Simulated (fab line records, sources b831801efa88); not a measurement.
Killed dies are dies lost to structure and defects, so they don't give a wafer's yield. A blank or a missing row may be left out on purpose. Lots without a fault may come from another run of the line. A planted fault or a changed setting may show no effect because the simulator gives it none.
One fault seen from 2 desks | flow gf180mcu | each desk has only its own numbers; what lay behind them comes last

THE METROLOGY DESK
What the gauges read, lot by lot, whatever tool the lot ran on: means of the sampled wafers that have a number. A lot is out of limits, marked OUT, if its mean lies more than 4 standard deviations from the usual mean; the brackets give that distance.
Columns: A = VT_IMPLANT_OVL at GF_VT_IMPLANT_OVL_MEAS_07, usual 0.2 nm; B = HV_LDD_CVD_56_THK at GF_HV_LDD_THK_MEAS_57, usual 89.7 nm; C = SALICIDE_TIN_RS at GF_SALICIDE_RS_MEAS_04, usual 16.22 ohm/sq; D = CONTACT_CVD_00_THK at GF_CONTACT_THK_MEAS_01, usual 300.8 nm
lot  | first seen here | A    | B               | C     | D
L912 | day 5 14:29     | -1.9 | 90.3            | 16.29 | 300.7
L913 | day 5 20:35     | -0.3 | 90.5            | 16.26 | 302.0
L916 | day 6 17:32     | 0.3  | 90.1            | 16.17 | 300.6
L917 | day 6 20:29     | 0.1  | 89.6            | 16.23 | 300.3
L920 | day 7 19:56     | 2.2  | 88.5            | 16.30 | 301.0
L921 | day 8 01:54     | -1.1 | 88.8            | 16.27 | 298.3
L922 | day 8 07:50     | -0.8 | 89.0            | 16.45 | 300.8
L923 | day 8 13:15     | -1.1 | 88.7            | 16.31 | 301.2
L926 | day 9 04:32     | -1.1 | 90.0            | 16.12 | 302.7
L927 | day 9 11:11     | 0.6  | 89.5            | 16.22 | 301.4
L931 | day 10 13:20    | 0.0  | 89.8            | 15.91 | 304.1
L933 | day 11 01:00    | -2.0 | 96.4 (+7.4) OUT | 16.20 | 299.0
This desk's finding: out of limits on L933; first on L933, day 19 13:46 (HV_LDD_CVD_56_THK at GF_HV_LDD_THK_MEAS_57). In limits: L912, L913, L916, L917, L920, L921, L922, L923, L926, L927, L931.

THE TOOL OWNER'S DESK: lpcvd-01
The tool's own readings at GF_HV_LDD_CVD_56 (deposits Si3N4 from DCS/NH3, target thk 90 nm, time 1543 s): means of the sampled wafers that have a number, for each lot that ran on this tool. A lot is out of limits, marked OUT, if its mean lies more than 4 standard deviations from the usual mean; the brackets give that distance.
Columns: A = spike_tc_centre_C at GF_HV_LDD_CVD_56, usual 770.7 C; B = spike_tc_upper_C at GF_HV_LDD_CVD_56, usual 770.2 C; C = susceptor_temp_C at GF_HV_LDD_CVD_56, usual 770.1 C
lot  | first seen here | A     | B     | C
L912 | day 12 08:04    | 773.1 | 771.5 | 770.1
L913 | day 12 17:10    | 769.2 | 770.6 | 770.2
L916 | day 13 18:47    | 771.3 | 770.6 | 770.2
L921 | day 15 14:14    | 769.9 | 770.5 | 769.7
L922 | day 15 23:32    | 771.1 | 770.6 | 770.3
L923 | day 16 06:04    | 769.0 | 770.7 | 770.0
L926 | day 17 04:14    | 772.6 | 771.4 | 770.5
L933 | day 19 12:19    | 775.9 | 773.7 | 773.5 (+11) OUT
This desk's finding: out of limits on L933; first on L933, day 19 12:19 (susceptor_temp_C at GF_HV_LDD_CVD_56). In limits: L912, L913, L916, L921, L922, L923, L926.

PUT TOGETHER
The tool owner's desk could have raised an alarm at day 19 12:19, on L933.
The metrology desk could have raised an alarm at day 19 13:46, on L933.
Of the lots named, all ran GF_HV_LDD_CVD_56 on lpcvd-01.

WHAT THE SIMULATOR HAD PUT IN
Process parameter drift: lpcvd-01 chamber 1, from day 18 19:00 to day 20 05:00, at GF_HV_LDD_CVD_56. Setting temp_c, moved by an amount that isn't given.
Lots struck among those shown: L933.
Hours from the fault's start to each desk's first reading out of limits: the tool owner's desk, 17; the metrology desk, 19.
